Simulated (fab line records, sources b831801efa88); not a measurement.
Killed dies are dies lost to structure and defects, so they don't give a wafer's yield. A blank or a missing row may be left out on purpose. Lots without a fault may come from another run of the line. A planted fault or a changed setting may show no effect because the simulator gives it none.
Problem report in the 8D (eight disciplines) form, filled by code | flow gf180mcu | the parts of the form that need people (team, actions taken, sign-off) are left out

1. THE PROBLEM
cd_nm at GF_CONTACT_CD_MEAS_14 reads a mean of 244.5 nm on 6 wafers of 2 lots; wafers without a fault read 220.4 nm with a standard deviation of 1.2. That is +20 standard deviations from the usual mean.
The step: target cd 220 nm.
First seen on wafer L862.3, day 24 00:26, on cd_sem-01. The record holds 41 wafers of 14 lots with a number at this step. Rule for "out", or "out of limits": more than 4 standard deviations from the usual mean. The other wafers with a number count as sound.

2. WHAT IT IS AND WHAT IT IS NOT
question                    | is                     | is not
which readings at this step | cd_nm                  | -
which lots                  | L862, L863             | L841, L842, L843, L844, L845, L847, L848, L849, L850, L851, L852, L854
which wafers of those lots  | all that have a number | -
read on which gauges        | cd_sem-01, cd_sem-02   | -
when                        | from day 24 00:26      | up to then (35 sound wafers)

3. SUSPECTS, AND WHAT RULES EACH OUT
Counting: a tool at a process step up to the reading stays a suspect if it ran every lot that is out and no sound lot after the first of them.
- the gauge at GF_CONTACT_CD_MEAS_14: ruled out. The wafers that are out were read on 2 gauges (cd_sem-01, cd_sem-02).
- rtp_anneal-01 at GF_SALICIDE_RTA_06 (time 30 s): kept. It ran every lot that is out, first L862 (day 23 00:40), and no sound lot after that; its last sound lot up to then is L854 (day 20 05:19).
- krf_scanner-02 at GF_CONTACT_EXPOSE_11 (exposes mask Contact, target cd 220 nm): kept. It ran every lot that is out, first L862 (day 23 13:07), and no sound lot after that; its last sound lot up to then is L851 (day 19 20:11). Its own readings are out on those wafers: exposure_dose_mJ_cm2.
Left after counting: rtp_anneal-01 at GF_SALICIDE_RTA_06, krf_scanner-02 at GF_CONTACT_EXPOSE_11.

4. THE CAUSE (what the simulator had put in)
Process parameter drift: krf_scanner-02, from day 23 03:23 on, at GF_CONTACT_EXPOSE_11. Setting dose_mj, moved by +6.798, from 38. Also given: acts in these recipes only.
Counting left 2 suspects, and this tool is among them.

5. THE CHAIN OF EFFECTS, in route order
Each row: a reading whose mean over the struck wafers that have a number lies more than 3 standard deviations from the usual. Only readings for which the record gives a usual standard deviation are gone through. hours: the time from each lot's start at the first step in this table that gives one to its start at this step, as a median over the lots. sigmas: the change in usual standard deviations.
hours | step                    | reading              | usual    | on struck wafers | change | sigmas
0     | GF_CONTACT_EXPOSE_11    | exposure_dose_mJ_cm2 | 38.00    | 44.15            | +6.15  | +99 or more
11    | GF_CONTACT_CD_MEAS_14   | cd_nm                | 220.4 nm | 244.5            | +24.1  | +20
277   | GF_PASSIVATION_PROBE_99 | killed_at_contacts   | 5.3      | 12.8             | +7.5   | +3.1
The process steps in it:
- GF_CONTACT_EXPOSE_11: exposes mask Contact, target cd 220 nm.
- GF_PASSIVATION_PROBE_99
Later measuring or inspecting steps at which every struck wafer that the step has a row for has a number for every such reading, and none has moved that far: GF_CONTACT_OVL_MEAS_15.

6. WHAT WOULD HAVE CAUGHT IT SOONER
In this record the first reading out of limits at a measuring or inspecting step was taken at day 24 00:26, 21 hours after the fault began at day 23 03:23.
The tool's own readings at GF_CONTACT_EXPOSE_11 were out on every struck wafer that the step has a row for (exposure_dose_mJ_cm2): an alarm limit on them would have fired on the first of those.
Of the lots that are out (2), L863 began GF_CONTACT_EXPOSE_11 on krf_scanner-02 after day 24 00:26. A hold on the tool at that time would have spared it.
